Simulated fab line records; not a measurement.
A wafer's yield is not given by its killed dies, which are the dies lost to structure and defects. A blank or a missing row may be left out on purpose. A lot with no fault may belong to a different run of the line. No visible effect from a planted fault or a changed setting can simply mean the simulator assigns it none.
fab line records | flow sky130
[record] lots = 7 wafers = 21 lastDay = 51
route steps=708 shown LI_CONTACT@370 PAD_OPEN@708
lots that met no fault: from a run of the same line without faults
startH: start of the lot's first displayed wafer, in hours after the record's first day | waitH: hours since the lot's step before | " as in the row above | L1.1+2: a single row standing in for several wafers | - no value present, or no start provided | * or withheld: withheld | < > ~ a bound
route shown NAME@n: NAME is a module with steps in the file, n the number in the route of the first one | usual: average and standard deviation across the fault-free wafers | same: alike in all rows | chamber/n: place in a boat | sites: the reading at each site | _std_site: how widely they spread, as a standard deviation | _edge_site: mean of outer sites minus mean of inner sites | radiusMm: for every site, how far away it sits from the centre of the wafer | mask NAME#n: copy n | behind: the last tool/chamber to shape the wafer | hold: what put the lot on hold/how long, in hours/how the hold closed | device: which transistor (n, p or np) failed to switch | end of line: tests of these same wafers at the route's end | where a step has no rows: the recipe by itself | killed: dies that structure and defects cost at the first sort, which is not the same as the wafer's yield | map: the dies of a wafer, with x for killed, . for not killed, _ for no die there
set.NAME: the setting the step ran with; set.NAME@STEP: the setting that earlier step ran with | model.NAME: the simulator's own value behind a step, which no gauge read
lots at some steps of the route; a table a step, a row a wafer
services: a tool's chamber out of use, with start hour (startH, from the record's first day; less than 0 if before it), hours out, and reason
[[steps]]
[step SKY_LI_CONTACT_SOFTBAKE_08]
[recipe] tempC = 100 timeS = 90 resist = KrF-thick
[step SKY_LI_CONTACT_EXPOSE_09]
[recipe] maskId = LICM1 na = 0.8 sourceShape = annular sigmaInner = 0.55 sigmaOuter = 0.85 targetCdNm = 170 doseMj = 38
[step SKY_LI_CONTACT_PEB_10]
[recipe] pebTempC = withheld pebTimeS = withheld resist = KrF-thick
[step SKY_LI_CONTACT_DEVELOP_11]
[recipe] developTimeS = 60 resist = KrF-thick devTempC = 21
[step SKY_LI_CONTACT_CD_MEAS_12]
[recipe] targetCdNm = 170
[usual] cdNm = 170.3/1.2
// columns lot.wafer tool chamber startH waitH cdNm
L237.1 cdSem-02 - 708.96 - 168.6
L237.3 " - " " 168.9
L237.4 " - " " 169.4
L238.1 cdSem-01 - 718.46 - 167.3
L238.3 " - " " 168.3
L238.4 " - " " 168.8
L248.1 cdSem-02 - 808.56 - 172.0
L248.4 " - " " 170.9
L248.6 " - " " 171.2
L249.3 cdSem-01 - 809.96 - 170.0
L249.4 " - " " 171.5
L249.5 " - " " 169.5
L250.2 cdSem-01 - 816.48 - 171.1
L250.3 " - " " 170.9
L250.6 " - " " 170.3
L252.1 cdSem-02 - 834.76 - 169.8
L252.3 " - " " 169.1
L252.5 " - " " 169.1
L256.1 cdSem-01 - 871.81 - 172.3
L256.2 " - " " 172.0
L256.3 " - " " 172.0
[step SKY_LI_CONTACT_OVL_MEAS_13]
[usual] LI_CONTACT_OVL = 1/5.6
// columns lot.wafer tool chamber startH waitH LI_CONTACT_OVL[nm]
L237.1 overlay-01 - 709.08 0.1 1
L237.3 " - " " 2
L237.4 " - " " 8
L238.1 overlay-02 - 718.58 0.1 -1
L238.3 " - " " 4
L238.4 " - " " 0
L248.1 overlay-01 - 808.68 0.1 11
L248.4 " - " " 5
L248.6 " - " " 0
L249.3 overlay-01 - 810.05 0.1 7
L249.4 " - " " 0
L249.5 " - " " 9
L250.2 overlay-02 - 816.59 0.1 -9
L250.3 " - " " -3
L250.6 " - " " -11
L252.1 overlay-01 - 834.88 0.1 -2
L252.3 " - " " 6
L252.5 " - " " 3
L256.1 overlay-01 - 871.93 0.1 5
L256.2 " - " " -1
L256.3 " - " " 11
[step SKY_LI_CONTACT_ETCH_14]
[recipe] chemistry = N2/H2 target = BARC ionEnergyEv = 200 sourceW = 500 biasW = 100 pressureMtorr = 30 n2FlowSccm = 100 h2FlowSccm = 200 stopOn = SiO2 timeS = 45.9 targetDepthA = 600
[usual] chamberPressureMTorr = 29.997/0.027 drypumpMotorCurrentA = 5.4/0.43 oesProductAu = 0.855/0.0049 throttleValvePct = 13.223/0.0086
// columns lot.wafer tool chamber startH waitH chamberPressureMTorr drypumpMotorCurrentA oesProductAu rfHoursCounterH throttleValvePct
L237.1 rieDiel-01 1 709.12 0.0 29.988 4.7 0.862 1 13.225
L237.3 " 0 " " 30.012 5.6 0.860 13 13.237
L237.4 " 2 " " 30.001 5.9 0.854 14 13.224
L238.1 rieDiel-01 3 718.62 0.0 30.015 5.3 0.851 9 13.228
L238.3 " 0 " " 29.947 5.6 0.850 13 13.221
L238.4 " 2 " " 30.006 5.9 0.850 14 13.232
L248.1 rieDiel-01 3 808.72 0.0 30.003 5.4 0.858 11 13.212
L248.4 " 0 " " 30.014 5.6 0.846 17 13.221
L248.6 " 3 " " 29.994 5.4 0.854 - 13.215
L249.3 rieDiel-04 2 810.07 0.0 30.019 5.4 0.859 15 13.223
L249.4 " 1 " " 30.035 4.9 0.855 8 13.243
L249.5 " 2 " " 30.013 5.4 0.856 - 13.225
L250.2 rieDiel-03 3 816.62 0.0 29.992 6.2 0.853 20 13.232
L250.3 " 0 " " 30.063 6.7 0.861 20 13.214
L250.6 " 1 " " 29.966 5.2 0.857 - 13.219
L252.1 rieDiel-01 1 834.92 0.0 29.986 4.7 0.857 5 13.217
L252.3 " 0 " " 29.968 5.6 0.857 18 13.240
L252.5 " 0 " " 29.983 5.6 0.855 - 13.221
L256.1 rieDiel-04 0 871.96 0.0 29.992 5.7 0.851 3 13.234
L256.2 " 2 " " 29.957 5.4 0.857 16 13.236
L256.3 " 3 " " 29.981 5.3 0.855 6 13.222
[step SKY_LI_CONTACT_ETCH_15]
[recipe] target = PSG chemistry = C4F8/O2/Ar stopOn = Si taperDeg = 4.15 maskMaterial = KrF-thick sourceW = 1500 biasW = 1200 pressureMtorr = 40 c4f8FlowSccm = withheld O2_flow_sccm = 6 Ar_flow_sccm = 300 timeS = withheld targetDepthA = 6000
[usual] chamberPressureMTorr = 39.99/0.044 oesProductAu = 0.837/0.0041
// columns lot.wafer tool chamber startH waitH chamberPressureMTorr oesProductAu
L237.1 rieDiel-01 1 709.16 0.0 39.88 0.838
L237.3 " 0 " " 39.99 0.840
L237.4 " 2 " " 40.04 0.840
L238.1 rieDiel-01 3 718.66 0.0 40.01 0.837
L238.3 " 0 " " 39.96 0.836
L238.4 " 2 " " 40.03 0.834
L248.1 rieDiel-01 3 808.76 0.0 39.99 0.837
L248.4 " 0 " " 40.09 0.837
L248.6 " 3 " " 39.93 0.841
L249.3 rieDiel-04 2 810.11 0.0 39.97 0.842
L249.4 " 1 " " 39.95 0.840
L249.5 " 2 " " 40.02 0.837
L250.2 rieDiel-03 3 816.66 0.0 39.97 0.833
L250.3 " 0 " " 40.01 0.832
L250.6 " 1 " " 40.07 0.830
L252.1 rieDiel-01 1 834.96 0.0 39.98 0.833
L252.3 " 0 " " 39.93 0.841
L252.5 " 0 " " 40.05 0.836
L256.1 rieDiel-04 0 872.01 0.0 39.97 0.841
L256.2 " 2 " " 40.00 0.842
L256.3 " 3 " " 39.95 0.843
[step SKY_LI_CONTACT_STRIP_16]
[recipe] chemistry = O2/N2 powerW = 1400 pressureMtorr = 1500 platenTempC = withheld o2FlowSccm = 3000 n2FlowSccm = 300 overashFraction = 0.5
[usual] chamberPressureMTorr = 1500.0/1.3 drypumpMotorCurrentA = 5.3/0.39 oesProductAu = 0.375/0.0051 stripTimeToEndpointS = 3.48/0.037
[same] overashFraction = 0.5
// columns lot.wafer tool chamber startH waitH chamberPressureMTorr drypumpMotorCurrentA oesProductAu rfHoursCounterH stripTimeToEndpointS
L237.1 plasmaAsher-03 1 709.24 - 1501.3 5.2 0.377 26 3.49
L237.3 " 0 " " 1498.4 5.4 0.371 - 3.48
L237.4 " 1 " " 1501.4 5.2 0.367 - 3.43
L238.1 plasmaAsher-01 0 718.74 - 1502.3 5.9 0.383 59 3.56
L238.3 " 0 " " 1501.3 5.9 0.367 - 3.43
L238.4 " 1 " " 1499.4 4.7 0.367 - 3.41
L248.1 plasmaAsher-01 0 808.84 - 1502.3 5.9 0.379 67 3.57
L248.4 " 1 " " 1500.2 4.6 0.371 - 3.47
L248.6 " 1 " " 1500.0 4.6 0.379 - 3.57
L249.3 plasmaAsher-01 0 810.23 - 1499.4 5.9 0.371 - 3.49
L249.4 " 1 " " 1498.0 4.6 0.381 - 3.50
L249.5 " 1 " " 1501.2 4.6 0.373 - 3.49
L250.2 plasmaAsher-01 1 816.74 - 1497.7 4.6 0.372 68 3.41
L250.3 " 1 " " 1500.1 4.6 0.379 - 3.43
L250.6 " 0 " " 1498.7 5.9 0.368 - 3.45
L252.1 plasmaAsher-02 1 835.04 - 1501.4 5.4 0.371 100 3.48
L252.3 " 0 " " 1499.8 5.1 0.384 - 3.49
L252.5 " 1 " " 1498.6 5.4 0.374 - 3.54
L256.1 plasmaAsher-03 1 872.09 - 1500.0 5.2 0.374 42 3.48
L256.2 " 0 " " 1500.3 5.4 0.366 42 3.47
L256.3 " 0 " " 1499.3 5.4 0.373 - 3.49
[step SKY_LI_CONTACT_CLEAN_17]
[recipe] chemistry = NMP timeS = 600 tempC = 60 dry = n2Spin
[step SKY_LI_CONTACT_PRE_CLEAN_18]
[recipe] gas = Ar timeS = 5.6 biasV = 358
[step SKY_LI_CONTACT_SPUTTER_19]
[recipe] material = Ti targetThkNm = 20 chamberPressurePa = 5 powerW = 2500 substrateTempC = 200 timeS = 106.37
[usual] throttleValvePct = 29.8/0.8
// columns lot.wafer tool chamber startH waitH throttleValvePct
L237.1 pvdSputter-04 - 709.54 0.0 28.6
L237.3 " - " " 30.6
L237.4 " - " " 29.3
L238.1 pvdSputter-03 - 719.04 0.0 30.4
L238.3 " - " " 29.7
L238.4 " - " " 30.4
L248.1 pvdSputter-04 - 809.14 0.0 30.5
L248.4 " - " " 28.8
L248.6 " - " " 30.7
L249.3 pvdSputter-04 - 810.49 0.0 28.9
L249.4 " - " " 29.6
L249.5 " - " " 29.6
L250.2 pvdSputter-04 - 817.04 0.0 30.6
L250.3 " - " " 29.4
L250.6 " - " " 29.3
L252.1 pvdSputter-02 - 835.35 0.0 30.4
L252.3 " - " " 27.2
L252.5 " - " " 30.0
L256.1 pvdSputter-02 - 872.40 0.0 29.8
L256.2 " - " " 28.0
L256.3 " - " " 30.2
[step SKY_LI_CONTACT_SPUTTER_20]
[recipe] material = TiN targetThkNm = 20 chamberPressurePa = 5 powerW = 4000 timeS = 80
[usual] throttleValvePct = 29.9/0.8
// columns lot.wafer tool chamber startH waitH throttleValvePct model.TiN_of_LI_CONTACT_SPUTTER_20.thkNm
L237.1 pvdSputter-04 - 709.61 0.0 28.7 20.05
L237.3 " - " " 30.4 19.83
L237.4 " - " " 29.4 20.09
L238.1 pvdSputter-03 - 719.11 0.0 30.5 19.62
L238.3 " - " " 30.0 19.69
L238.4 " - " " 30.6 19.87
L248.1 pvdSputter-04 - 809.21 0.0 30.7 19.88
L248.4 " - " " 28.8 22.13
L248.6 " - " " 30.5 21.56
L249.3 pvdSputter-04 - 810.57 0.0 29.2 19.67
L249.4 " - " " 29.5 21.28
L249.5 " - " " 29.6 21.12
L250.2 pvdSputter-04 - 817.11 0.0 30.8 19.94
L250.3 " - " " 29.2 19.73
L250.6 " - " " 29.2 21.56
L252.1 pvdSputter-02 - 835.43 0.0 30.2 20.27
L252.3 " - " " 27.1 19.88
L252.5 " - " " 29.8 20.2
L256.1 pvdSputter-02 - 872.48 0.0 29.9 20.09
L256.2 " - " " 28.5 20.23
L256.3 " - " " 30.0 20.16
[step SKY_LI_CONTACT_CVD_21]
[recipe] material = W targetThkNm = 400 timeS = 120.56 tempC = 400 pressureTorr = 40
[usual] heaterPowerW = 826/87
// columns lot.wafer tool chamber startH waitH heaterPowerW
L237.1 cvdW-02 0 709.68 0.0 893
L237.3 " 0 " " 888
L237.4 " 1 " " 742
L238.1 cvdW-01 0 719.18 0.0 929
L238.3 " 0 " " 965
L238.4 " 1 " " 740
L248.1 cvdW-02 0 809.28 0.0 877
L248.4 " 0 " " 891
L248.6 " 1 " " 737
L249.3 cvdW-02 1 810.67 0.1 742
L249.4 " 0 " " 892
L249.5 " 0 " " 909
L250.2 cvdW-01 1 817.18 0.0 743
L250.3 " 0 " " 955
L250.6 " 1 " " 745
L252.1 cvdW-02 1 835.49 0.0 731
L252.3 " 0 " " 880
L252.5 " 0 " " 871
L256.1 cvdW-01 0 872.54 0.0 946
L256.2 " 1 " " 740
L256.3 " 0 " " 954
[step SKY_PAD_OPEN_PROBE_99]
[usual] killed_at_M0_to_M3 = 43/6 killed_at_M4_up = 3.2/1.9 killedAtContacts = 25/5.4 killedAtFrontEnd = 15/4.5 killedAtOther = 0.3/0.59 killedDies = 87/8.7 killedOpen = 47/6.7 killedShort = 39/5.7
[same] grossDies = 492 killedAtBackSide = 0
// columns lot.wafer tool chamber startH waitH killed_at_M0_to_M3 killed_at_M4_up killedAtContacts killedAtFrontEnd killedAtOther killedDies killedOpen killedShort
L238.3 prober-02 - 1109.00 0.2 36 2 25 23 0 86 43 43
L249.3 prober-01 - 1177.63 0.2 42 4 18 11 0 75 40 35
L249.4 prober-01 - 1177.68 0.2 38 1 26 10 0 75 40 35
L249.5 prober-01 - 1177.73 0.2 39 6 32 18 0 95 54 41
L250.2 prober-02 - 1179.08 0.1 37 0 20 7 0 64 34 30
L250.3 prober-02 - 1179.13 0.2 48 2 27 17 0 94 53 41
L250.6 prober-02 - 1179.28 0.2 35 4 31 16 0 86 44 42
// killed by level:class
L238.3 CONTACT:geometricParticle:open=9 VIA2:geometricParticle:open=8 CONTACT:geometricParticle:short=5 VIA3:geometricParticle:open=5 VIA3:geometricParticle:short=5 FIELD_ISO:geometricParticle:open=4 POLY_GATE:geometricParticle:short=4 LI_CONTACT:geometricParticle:open=4
L249.3 VIA1:geometricParticle:open=7 VIA3:geometricParticle:open=7 VIA2:geometricParticle:open=6 VIA1:geometricParticle:short=6 METAL2:geometricParticle:short=6 FIELD_ISO:geometricParticle:short=5 LI_CONTACT:geometricParticle:open=5 CONTACT:geometricParticle:short=5
L249.4 CONTACT:geometricParticle:open=8 VIA1:geometricParticle:open=7 LOCAL_INTERCONNECT:geometricParticle:short=6 METAL1:geometricParticle:short=6 METAL2:geometricParticle:short=6 LI_CONTACT:geometricParticle:open=5 VIA3:geometricParticle:open=5 FIELD_ISO:geometricParticle:short=4
L249.5 CONTACT:geometricParticle:open=12 LI_CONTACT:geometricParticle:open=9 VIA1:geometricParticle:open=9 VIA1:geometricParticle:short=7 LI_CONTACT:geometricParticle:short=6 FIELD_ISO:geometricParticle:open=5 FIELD_ISO:geometricParticle:short=5 METAL4:geometricParticle:short=5
L250.2 CONTACT:geometricParticle:open=7 VIA1:geometricParticle:open=7 METAL1:geometricParticle:short=6 VIA3:geometricParticle:open=6 CONTACT:geometricParticle:short=5 VIA2:geometricParticle:open=5 FIELD_ISO:geometricParticle:short=4 LI_CONTACT:geometricParticle:short=3
L250.3 CONTACT:geometricParticle:open=10 METAL2:geometricParticle:short=9 METAL1:geometricParticle:open=8 VIA1:geometricParticle:open=7 LI_CONTACT:geometricParticle:short=6 VIA3:geometricParticle:open=6 VIA2:geometricParticle:open=6 METAL1:geometricParticle:short=5
L250.6 CONTACT:geometricParticle:short=9 LI_CONTACT:geometricParticle:open=8 CONTACT:geometricParticle:open=8 VIA1:geometricParticle:open=7 METAL3:geometricParticle:short=6 METAL1:geometricParticle:short=6 FIELD_ISO:geometricParticle:short=5 VIA3:geometricParticle:open=4
[[services]]
// columns tool chamber startH hours kind
rieDiel-01 1 686.70 9.7 repair
rieDiel-04 0 702.53 - clean
rieDiel-04 0 702.53 17.3 scheduledDown
pvdSputter-02 - 706.93 5.4 repair
plasmaAsher-01 - 723.63 6.1 repair
rieDiel-01 - 730.91 0.5 repair
cvdW-02 1 731.98 9.9 repair
rieDiel-04 3 734.69 7.7 repair
rieDiel-04 0 736.19 5.5 repair
cvdW-01 - 750.53 2.8 pm
plasmaAsher-02 - 752.37 9.5 pm
rieDiel-01 3 770.21 16.2 repair
rieDiel-01 2 780.17 17.8 repair
cvdW-02 - 787.52 1.6 repair
plasmaAsher-03 - 788.75 2.1 repair
plasmaAsher-03 - 790.91 9.2 repair
rieDiel-03 2 796.38 4.5 repair
plasmaAsher-01 - 805.76 2.8 pm
rieDiel-04 - 825.39 0.6 repair
rieDiel-04 1 829.96 9.1 repair
plasmaAsher-01 - 833.46 3.6 repair
rieDiel-03 - 835.09 0.1 repair
pvdSputter-02 - 863.63 7.7 repair
pvdSputter-03 - 867.32 3.9 repair
[[key]]
firstSign none at tools or gauges
[modelEffect] step = SKY_LI_CONTACT_SPUTTER_20 value = TiN_of_LI_CONTACT_SPUTTER_20.thkNm without = 19.91 struck = 21.53
metAt SKY_LI_CONTACT_SPUTTER_20
struckWafers L248.4,L248.6,L249.4,L249.5,L250.6
testerLeftOut L248,L249,L250
onsetBetween 709.61 809.21
[fault] kind = processParameterDrift tool = pvdSputter-04 chamber = - onsetH = 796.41 steps = SKY_LI_CONTACT_SPUTTER_20 channel = timeS offset = * shape = step endH = 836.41 scope = struckWafersOnly actsIn = * stated = *
// testerLeftOut: of these lots the tester's yield and bins aren't shown, on N5 and GAA mostly nor the transistor test; their killed dies are dies lost to structure and defects alone, not to doping, threshold or leakage, so they don't give the yield
